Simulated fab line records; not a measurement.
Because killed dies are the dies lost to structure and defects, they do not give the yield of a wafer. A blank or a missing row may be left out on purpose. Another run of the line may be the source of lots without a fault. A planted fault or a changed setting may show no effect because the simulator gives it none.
fab line records | flow sfq_line
record lots=14 | wafers=42 | last_day=91
route steps=325 shown L0V@22 I3@146 M5@207 M8@323
lots that met no fault: taken from a fault-free run of the same line
start_h: the number of hours between the record's first day and the start of the first shown wafer of the lot | wait_h: hours elapsed since this lot's preceding step | " as in the row above | L1.1+2: a single row standing in for several wafers | - no value, or no start was given | * or withheld: withheld | < > ~ a bound
route shown NAME@n: a module of which the file shows steps, and the number in the route of the first | usual: mean and standard deviation over wafers with no fault | same: alike in all rows | chamber/n: place in a boat | sites: per-site readings | _std_site: the standard deviation of these | _edge_site: outer sites' mean less inner sites' | radius_mm: for every site, how far away it sits from the centre of the wafer | mask NAME#n: copy n | behind: tool/chamber where the wafer was last shaped | hold: what put the lot on hold/how long, in hours/how the hold closed | device: the transistor (n, p or np) that didn't switch | end of line: the tests these same wafers got at the end of their route | a step without rows: its recipe alone | killed: at the first sort, the dies lost to defects and structure; wafer yield is something else | map: dies across one wafer; x = killed, . = not, _ = none there
set.NAME: setting as actually run; set.NAME@STEP: the setting as run at that earlier step | model.NAME: the simulator's own value behind a step, which no gauge read
route steps across a sampled set of lots; one table per step, one row per wafer
services: when a tool's chamber went out of use (start_h, in hours from the record's first day, below 0 if earlier), for how many hours, and the reason
## steps
# step SFQ_TRILAYER_L0_VIA_LITHO_DEVELOP_015
# recipe time_s=60 | resist=KrF
# usual chill_plate_temp_C=22.99/0.12 | exhaust_pa=45.1/0.85
lot.wafer | tool           | chamber | start_h | wait_h | chill_plate_temp_C | exhaust_pa
L984.3    | litho_track-01 | 0       | 203.69  | 0.1    | 23.14              | 43.9
L984.5    | "              | 0       | "       | "      | 23.07              | 46.0
L984.6    | "              | 0       | "       | "      | 23.14              | 45.1
L986.4    | litho_track-02 | 0       | 214.51  | 0.1    | 23.09              | 47.1
L986.5    | "              | 0       | "       | "      | 23.21              | 47.2
L986.6    | "              | 0       | "       | "      | 23.02              | 45.7
L987.1    | litho_track-03 | 0       | 219.36  | 0.1    | 23.00              | 45.1
L987.4    | "              | 0       | "       | "      | 23.01              | 45.0
L987.6    | "              | 0       | "       | "      | 23.02              | 43.8
L994.2    | litho_track-01 | -       | 250.71  | 0.1    | -                  | -
L994.4    | "              | -       | "       | "      | -                  | -
L994.6    | "              | -       | "       | "      | -                  | -
L995.3    | litho_track-02 | -       | 257.94  | 0.1    | -                  | -
L995.5    | "              | -       | "       | "      | -                  | -
L995.6    | "              | -       | "       | "      | -                  | -
L996.1    | litho_track-02 | 0       | 268.81  | 0.1    | 23.02              | 43.5
L996.3    | "              | 0       | "       | "      | 22.84              | 44.7
L996.4    | "              | 0       | "       | "      | 22.78              | 46.3
L997.1    | litho_track-02 | 0       | 278.41  | 0.1    | 22.88              | 42.7
L997.2    | "              | 0       | "       | "      | 22.75              | 44.9
L997.5    | "              | 0       | "       | "      | 22.92              | 45.3
L998.2    | litho_track-01 | 0       | 285.64  | 0.1    | 23.01              | 45.9
L998.3    | "              | 0       | "       | "      | 22.95              | 45.5
L998.5    | "              | 0       | "       | "      | 23.01              | 46.1
L100.1    | litho_track-01 | 0       | 303.61  | 0.1    | 22.77              | 45.2
L100.4    | "              | 0       | "       | "      | 22.75              | 45.0
L100.6    | "              | 0       | "       | "      | 22.78              | 45.0
L101.1    | litho_track-03 | 0       | 304.81  | 0.1    | 23.11              | 44.5
L101.2    | "              | 0       | "       | "      | 22.92              | 44.7
L101.4    | "              | 0       | "       | "      | 23.01              | 44.2
L102.2    | litho_track-02 | 0       | 314.56  | 0.1    | 23.00              | 45.0
L102.3    | "              | 0       | "       | "      | 23.10              | 44.7
L102.4    | "              | 0       | "       | "      | 22.99              | 45.3
L103.2    | litho_track-01 | 0       | 330.16  | 0.1    | 22.95              | 46.3
L103.4    | "              | 0       | "       | "      | 23.13              | 44.8
L103.6    | "              | 0       | "       | "      | 23.08              | 44.6
L104.2    | litho_track-03 | 0       | 335.77  | 0.1    | 23.01              | 44.3
L104.3    | "              | 0       | "       | "      | 22.97              | 43.9
L104.4    | "              | 0       | "       | "      | 23.09              | 45.0
L105.1    | litho_track-02 | 0       | 346.55  | 0.1    | 22.99              | 46.0
L105.5    | "              | 0       | "       | "      | 23.04              | 45.8
L105.6    | "              | 0       | "       | "      | 23.07              | 45.8
# step SFQ_TRILAYER_I3_VIA_STRIP_STRIP_089
# recipe gas=O2 | power_w=200 | platen_temp_c=40 | overash_fraction=0.65 | chemistry=O2 | pressure_mtorr=50
# usual drypump_motor_current_A=5.7/0.53 | oes_product_au=0.997/0.0093
lot.wafer | tool         | chamber | start_h | wait_h | drypump_motor_current_A | oes_product_au | rf_hours_counter_h
L984.3    | rie_metal-03 | 0       | 1074.57 | -      | 5.4                     | 0.999          | -
L984.5    | "            | 1       | "       | "      | 5.2                     | 0.992          | -
L984.6    | "            | 0       | "       | "      | 5.5                     | 0.999          | -
L986.4    | rie_metal-03 | 0       | 1079.37 | -      | 5.5                     | 0.997          | -
L986.5    | "            | 0       | "       | "      | 5.5                     | 0.987          | -
L986.6    | "            | 1       | "       | "      | 5.3                     | 0.984          | -
L987.1    | rie_metal-01 | 1       | 1082.77 | -      | 6.6                     | 1.002          | 5
L987.4    | "            | 1       | "       | "      | 6.5                     | 0.995          | -
L987.6    | "            | 0       | "       | "      | 5.5                     | 1.009          | -
L994.2    | rie_metal-03 | 0       | 1140.30 | -      | 5.4                     | 1.001          | 128
L994.4    | "            | 0       | "       | "      | 5.5                     | 0.997          | -
L994.6    | "            | 0       | "       | "      | 5.5                     | 1.005          | -
L995.3    | rie_metal-01 | 0       | 1153.75 | -      | 5.5                     | 0.991          | -
L995.5    | "            | 1       | "       | "      | 6.5                     | 0.981          | -
L995.6    | "            | 0       | "       | "      | 5.5                     | 0.996          | -
L996.1    | rie_metal-02 | 0       | 1164.35 | -      | 6.3                     | 1.003          | 51
L996.3    | "            | 1       | "       | "      | 5.1                     | 1.012          | -
L996.4    | "            | 0       | "       | "      | 6.3                     | 0.998          | -
L997.1    | rie_metal-02 | 1       | 1166.75 | -      | 5.1                     | 1.006          | 139
L997.2    | "            | 0       | "       | "      | 6.3                     | 1.007          | 52
L997.5    | "            | 0       | "       | "      | 6.3                     | 0.998          | -
L998.2    | rie_metal-03 | 0       | 1182.35 | -      | 5.5                     | 0.982          | 131
L998.3    | "            | 0       | "       | "      | 5.5                     | 0.994          | -
L998.5    | "            | 0       | "       | "      | 5.5                     | 0.981          | -
L100.1    | rie_metal-03 | 1       | 1196.75 | -      | 5.2                     | 0.989          | 108
L100.4    | "            | 1       | "       | "      | 5.2                     | 0.994          | -
L100.6    | "            | 1       | "       | "      | 5.2                     | 0.990          | -
L101.1    | rie_metal-02 | 0       | 1201.55 | -      | 6.3                     | 1.011          | 61
L101.2    | "            | 1       | "       | "      | 5.0                     | 1.000          | 0
L101.4    | "            | 1       | "       | "      | 5.1                     | 1.008          | -
L102.2    | rie_metal-03 | 1       | 1207.55 | -      | 5.2                     | 0.993          | 111
L102.3    | "            | 0       | "       | "      | 5.5                     | 0.999          | -
L102.4    | "            | 1       | "       | "      | 5.2                     | 1.000          | -
L103.2    | rie_metal-01 | 0       | 1215.95 | -      | 5.5                     | 1.003          | 110
L103.4    | "            | 1       | "       | "      | 6.6                     | 1.001          | -
L103.6    | "            | 0       | "       | "      | 5.5                     | 0.991          | -
L104.2    | rie_metal-03 | 0       | 1217.15 | -      | 5.5                     | 1.009          | 2
L104.3    | "            | 1       | "       | "      | 5.2                     | 0.997          | -
L104.4    | "            | 0       | "       | "      | 5.5                     | 1.012          | -
L105.1    | rie_metal-01 | 0       | 1241.08 | -      | 5.5                     | 0.994          | 113
L105.5    | "            | 0       | "       | "      | 5.5                     | 1.000          | -
L105.6    | "            | 1       | "       | "      | 6.6                     | 1.006          | -
# step SFQ_TRILAYER_M5_STRIP_STRIP_127
# recipe gas=O2 | power_w=200 | platen_temp_c=40 | overash_fraction=0.65 | chemistry=O2 | pressure_mtorr=50
# usual drypump_motor_current_A=5.6/0.56 | oes_product_au=0.999/0.0091
lot.wafer | tool         | chamber | start_h | wait_h | drypump_motor_current_A | oes_product_au | rf_hours_counter_h
L984.3    | rie_metal-02 | 1       | 1363.82 | 0.3    | 5.1                     | 0.996          | -
L984.5    | "            | 1       | "       | "      | 5.1                     | 1.001          | -
L984.6    | "            | 0       | "       | "      | 6.3                     | 0.998          | -
L986.4    | rie_metal-03 | 1       | 1367.42 | 0.3    | 5.3                     | 0.995          | -
L986.5    | "            | 1       | "       | "      | 5.3                     | 0.999          | -
L986.6    | "            | 0       | "       | "      | 5.5                     | 1.002          | -
L987.1    | rie_metal-03 | 1       | 1369.62 | 0.1    | 5.3                     | 0.981          | 139
L987.4    | "            | 1       | "       | "      | 5.2                     | 0.996          | -
L987.6    | "            | 0       | "       | "      | 5.5                     | 1.012          | -
L994.2    | rie_metal-02 | 0       | 1438.76 | 0.1    | 6.3                     | 1.006          | 101
L994.4    | "            | 0       | "       | "      | 6.3                     | 1.003          | -
L994.6    | "            | 1       | "       | "      | 5.1                     | 1.006          | -
L995.3    | rie_metal-03 | 1       | 1440.16 | 0.3    | 5.2                     | 0.986          | -
L995.5    | "            | 0       | "       | "      | 5.5                     | 0.988          | -
L995.6    | "            | 1       | "       | "      | 5.2                     | 0.988          | -
L996.1    | rie_metal-02 | 1       | 1443.56 | 0.1    | 5.1                     | 1.004          | 41
L996.3    | "            | 1       | "       | "      | 5.1                     | 1.003          | -
L996.4    | "            | 0       | "       | "      | 6.3                     | 1.004          | -
L997.1    | rie_metal-02 | 0       | 1448.49 | 0.1    | 6.3                     | 1.009          | 102
L997.2    | "            | 1       | "       | "      | 5.1                     | 1.008          | 42
L997.5    | "            | 0       | "       | "      | 6.3                     | 1.005          | -
L998.2    | rie_metal-02 | 1       | 1453.29 | 0.1    | 5.1                     | 1.001          | 42
L998.3    | "            | 1       | "       | "      | 5.0                     | 1.016          | -
L998.5    | "            | 0       | "       | "      | 6.3                     | 1.013          | -
L100.1    | rie_metal-03 | 1       | 1463.01 | 0.1    | 5.2                     | 0.989          | 8
L100.4    | "            | 0       | "       | "      | 5.4                     | 1.010          | -
L100.6    | "            | 0       | "       | "      | 5.5                     | 1.006          | -
L101.1    | rie_metal-02 | 0       | 1472.61 | 0.1    | 6.3                     | 1.005          | 104
L101.2    | "            | 1       | "       | "      | 5.1                     | 0.999          | 44
L101.4    | "            | 1       | "       | "      | 5.0                     | 1.006          | -
L102.2    | rie_metal-01 | 1       | 1487.01 | 0.1    | 6.6                     | 0.990          | 70
L102.3    | "            | 1       | "       | "      | 6.6                     | 0.998          | -
L102.4    | "            | 0       | "       | "      | 5.5                     | 0.995          | -
L103.2    | rie_metal-03 | 0       | 1495.66 | 0.1    | 5.5                     | 0.998          | 44
L103.4    | "            | 1       | "       | "      | 5.2                     | 0.976          | -
L103.6    | "            | 1       | "       | "      | 5.2                     | 0.992          | -
L104.2    | rie_metal-03 | 0       | 1504.06 | 0.1    | 5.5                     | 0.995          | 45
L104.3    | "            | 1       | "       | "      | 5.3                     | 0.987          | -
L104.4    | "            | 0       | "       | "      | 5.5                     | 0.998          | -
L105.1    | rie_metal-01 | 0       | 1508.39 | 0.1    | 5.5                     | 0.990          | 9
L105.5    | "            | 1       | "       | "      | 6.6                     | 0.988          | -
L105.6    | "            | 0       | "       | "      | 5.5                     | 0.989          | -
# step SFQ_M8_THK_MEAS_950
# recipe thk_meas_gauge=xrf | reads=Au_of_TRILAYER_M8_DEP_EVAP_196
# usual M8_AU_THK=177.1/2.5
lot.wafer | tool          | chamber | start_h | wait_h | M8_AU_THK[nm]
L984.3    | film_metro-01 | -       | 1931.73 | 0.1    | 175.9
L984.5    | "             | -       | "       | "      | 177.6
L984.6    | "             | -       | "       | "      | 179.2
L986.4    | film_metro-01 | -       | 1938.90 | 0.1    | 176.5
L986.5    | "             | -       | "       | "      | 177.1
L986.6    | "             | -       | "       | "      | 174.8
L987.1    | film_metro-01 | -       | 1940.07 | 0.1    | 178.2
L987.4    | "             | -       | "       | "      | 177.0
L987.6    | "             | -       | "       | "      | 178.0
L994.2    | film_metro-01 | -       | 2004.25 | 0.1    | 177.7
L994.4    | "             | -       | "       | "      | 176.9
L994.6    | "             | -       | "       | "      | 175.3
L995.3    | film_metro-04 | -       | 2006.82 | 0.1    | 179.2
L995.5    | "             | -       | "       | "      | 178.9
L995.6    | "             | -       | "       | "      | 179.5
L996.1    | film_metro-04 | -       | 2014.95 | 0.1    | 177.9
L996.3    | "             | -       | "       | "      | 176.4
L996.4    | "             | -       | "       | "      | 178.5
L997.1    | film_metro-04 | -       | 2018.12 | 0.1    | 179.6
L997.2    | "             | -       | "       | "      | 177.8
L997.5    | "             | -       | "       | "      | 177.5
L998.2    | film_metro-01 | -       | 2020.96 | 0.1    | 178.3
L998.3    | "             | -       | "       | "      | 179.1
L998.5    | "             | -       | "       | "      | 177.1
L100.1    | film_metro-01 | -       | 2087.94 | 0.1    | 176.5
L100.4    | "             | -       | "       | "      | 177.5
L100.6    | "             | -       | "       | "      | 177.2
L101.1    | film_metro-04 | -       | 2093.79 | 0.1    | 175.9
L101.2    | "             | -       | "       | "      | 177.7
L101.4    | "             | -       | "       | "      | 176.5
L102.2    | film_metro-04 | -       | 2174.31 | 0.1    | 178.7
L102.3    | "             | -       | "       | "      | 180.8
L102.4    | "             | -       | "       | "      | 178.3
L103.2    | film_metro-01 | -       | 2176.71 | 0.1    | 179.6
L103.4    | "             | -       | "       | "      | 179.6
L103.6    | "             | -       | "       | "      | 178.6
L104.2    | film_metro-01 | -       | 2181.57 | 0.1    | 181.8
L104.3    | "             | -       | "       | "      | 182.7
L104.4    | "             | -       | "       | "      | 183.7
L105.1    | film_metro-02 | -       | 2183.90 | 0.1    | 176.3
L105.5    | "             | -       | "       | "      | 178.2
L105.6    | "             | -       | "       | "      | 178.3
## services
tool         | chamber | start_h | hours | kind
rie_metal-03 | -       | 241.87  | 0.2   | repair
rie_metal-02 | 1       | 248.22  | 7.3   | repair
rie_metal-01 | -       | 287.88  | 2.8   | pm
rie_metal-01 | 1       | 334.87  | 6.0   | repair
rie_metal-02 | -       | 370.97  | 0.1   | repair
rie_metal-02 | 1       | 380.56  | 1.4   | repair
rie_metal-01 | -       | 416.17  | 0.2   | repair
rie_metal-02 | -       | 474.70  | 2.8   | pm
rie_metal-02 | -       | 641.13  | 10.0  | pm
rie_metal-03 | 1       | 665.95  | 3.0   | repair
rie_metal-03 | -       | 1006.74 | 2.8   | pm
rie_metal-02 | 1       | 1105.74 | 16.0  | repair
rie_metal-02 | 0       | 1106.22 | 29.3  | repair
rie_metal-02 | 0       | 1152.47 | 6.4   | repair
rie_metal-03 | -       | 1153.86 | 14.6  | pm
rie_metal-03 | -       | 1168.46 | 10.0  | pm
rie_metal-02 | 1       | 1169.20 | 1.1   | repair
rie_metal-03 | -       | 1268.83 | 1.4   | pm
rie_metal-03 | 0       | 1272.26 | 9.1   | repair
rie_metal-02 | -       | 1274.28 | 0.3   | repair
rie_metal-03 | -       | 1297.81 | 2.5   | repair
rie_metal-02 | 0       | 1347.11 | 6.4   | repair
rie_metal-02 | -       | 1388.53 | 0.8   | repair
rie_metal-03 | -       | 1400.59 | 15.6  | pm
## key
first_sign step=SFQ_TRILAYER_L0_VIA_LITHO_DEVELOP_015 | reading=tool_record | direction=missing
effect none on later readings
met_at SFQ_TRILAYER_L0_VIA_LITHO_DEVELOP_015
struck_lots L994,L995
not_acting_at SFQ_TRILAYER_I3_VIA_STRIP_STRIP_089,SFQ_TRILAYER_M5_STRIP_STRIP_127,SFQ_M8_THK_MEAS_950
onset_between 214.51 250.71
fault kind=skipped_step_whole | tool=litho_track-01,litho_track-02 | chamber=- | onset_h=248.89 | steps=SFQ_TRILAYER_L0_VIA_LITHO_DEVELOP_015 | scope=struck_lots_only
